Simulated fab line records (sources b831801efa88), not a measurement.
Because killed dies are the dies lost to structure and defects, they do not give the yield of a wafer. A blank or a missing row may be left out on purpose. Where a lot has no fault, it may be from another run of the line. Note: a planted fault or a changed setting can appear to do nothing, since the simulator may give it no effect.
Code-filled problem report in 8D (eight disciplines) form ; flow sky130 ; the parts of the form that need people (team, actions taken, sign-off) are left out

## 1. PROBLEM STATEMENT
Mean of killed_at_front_end at SKY_PAD_OPEN_PROBE_99: 57 across 6 wafers in 2 lots; on wafers with no fault it is 15 (standard deviation 4.3). That is +9.8 standard deviations from the usual mean.
First seen on wafer L798.1, day 50 15:02, on prober-01. The record holds 18 wafers of 6 lots with a number at this step. By rule, "out" or "out of limits" means more than 4 standard deviations away from the usual mean. The rest of the wafers with a number are treated as sound.

## 2. WHAT IT IS, WHAT IT ISN'T
question;is;is not
which readings at this step;killed_at_front_end;killed_at_M0_to_M3, killed_at_M4_up, killed_at_contacts, killed_at_other, killed_open, killed_short
which lots;L798, L799;L779, L784, L788, L801
which wafers of those lots;all that have a number;-
read on which tools;prober-01, prober-02;-
when;from day 50 15:02;"up to then (9 sound wafers); but 3 sound wafers of L801 came after"

## 3. WHAT RULES OUT EACH SUSPECT
Counting: a tool at any process step up to the reading remains a suspect when it ran all the lots that are out and ran no sound lot after the first of those.
- plasma_asher-03 at SKY_GATE_OXIDE_STRIP_13 (strips in O2/N2): kept. All lots that are out passed through it, beginning with L798 at day 20 13:47, and no sound lot followed; its final sound lot before that point was L784 at day 15 16:32.
Left after counting: plasma_asher-03 at SKY_GATE_OXIDE_STRIP_13.

## 4. THE CAUSE (what the simulator had put in)
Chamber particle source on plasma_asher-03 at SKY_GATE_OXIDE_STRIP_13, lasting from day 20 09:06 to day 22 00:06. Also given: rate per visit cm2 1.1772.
Only this tool survived the counting.

## 5. THE EFFECT CHAIN, in route order
Each row: a reading where the mean over the struck wafers with a number is more than 3 standard deviations away from the usual. Readings are gone through only where the record gives a usual standard deviation; hours: the median, over the lots, of the time from a lot's start at the first step in this table giving one to that lot's start at this step; sigmas: the change measured in usual standard deviations.
hours;step;reading;usual;on struck wafers;change;sigmas
0;SKY_PAD_OPEN_PROBE_99;killed_at_front_end;15;57;+42;+9.8
0;SKY_PAD_OPEN_PROBE_99;killed_dies;86;124;+38;+3.8
Its process steps:
- SKY_PAD_OPEN_PROBE_99

## 6. WHAT WOULD HAVE CAUGHT IT SOONER
The fault began at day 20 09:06; the first out-of-limits reading in this record came at day 50 15:02, 726 hours later.
Tool readings at SKY_GATE_OXIDE_STRIP_13 with a usual standard deviation given in the record: none out on any struck wafer, hence no alarm at a limit of 4 standard deviations on them.
By day 50 15:02 the whole set of lots that are out, 2 in number, had already begun SKY_GATE_OXIDE_STRIP_13 on plasma_asher-03. None of them would have been spared by holding the tool at that moment.
